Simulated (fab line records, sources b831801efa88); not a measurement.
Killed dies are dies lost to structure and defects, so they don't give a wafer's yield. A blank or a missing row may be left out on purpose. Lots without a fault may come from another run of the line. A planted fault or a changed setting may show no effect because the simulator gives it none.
Chamber matching | flow sfq_line | SFQ_TRILAYER_I6_CMP_CMP_166 on cmp-02: 4 sister chambers
The step polishes SiO2. 14 wafers are shown with their chamber, then 7 later ones without.

WAFERS WITH THEIR CHAMBER
wafer  | chamber | motor_current_A (A) | time_to_endpoint_s (s)
L127.1 | 2       | 9.7                 | 210
L127.3 | 3       | 9.8                 | 203
L127.6 | 1       | 13.9                | 219
L130.3 | 3       | 9.6                 | 206
L130.4 | 0       | 9.0                 | 216
L130.6 | 2       | 10.0                | 209
L136.3 | 2       | 10.9                | 212
L136.4 | 1       | 13.4                | 218
L136.5 | 2       | 10.2                | 218
L138.3 | 3       | 10.4                | 205
L138.2 | 1       | 13.1                | 216
L138.6 | 3       | 10.6                | 214
L139.1 | 0       | 9.5                 | 210
L139.3 | 2       | 9.9                 | 215

SIGNATURES (means of the wafers above)
reading            | chamber 0 | chamber 1 | chamber 2 | chamber 3 | scatter within a chamber
motor_current_A    | 9.250     | 13.467    | 10.140    | 10.100    | 0.445
time_to_endpoint_s | 213.00    | 217.67    | 212.80    | 207.00    | 3.84
Rule: a wafer's distance from a chamber is the root of the sum, over the readings, of the square of ((its reading less the chamber's mean) divided by the reading's scatter). The wafer belongs to the nearest chamber; if the next one is less than 2 further off, it can't be placed. The scatter: the root of (the sum of the squares of (reading less its chamber's mean) over the shown wafers, divided by (wafers less chambers)).

WAFERS WITHOUT THEIR CHAMBER
wafer  | motor_current_A (A) | time_to_endpoint_s (s)
L139.4 | 9.9                 | 214
L140.4 | 14.1                | 219
L140.3 | 8.5                 | 214
L140.6 | 10.4                | 211
L149.1 | 8.7                 | 219
L149.3 | 13.3                | 222
L149.4 | 10.2                | 225

WHICH CHAMBER EACH WENT THROUGH
wafer  | from the rows above          | in truth
L139.4 | can't be placed: 2 or 0 or 3 | 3
L140.4 | 1                            | 1
L140.3 | can't be placed: 0 or 2      | 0
L140.6 | can't be placed: 2 or 3 or 0 | 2
L149.1 | can't be placed: 0 or 2      | 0
L149.3 | 1                            | 1
L149.4 | can't be placed: 2 or 0 or 3 | 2
Placed correctly: 2 of 7. Can't be placed from these rows: 5 (the true chamber is among the candidates in 5). Placed wrongly: 0.
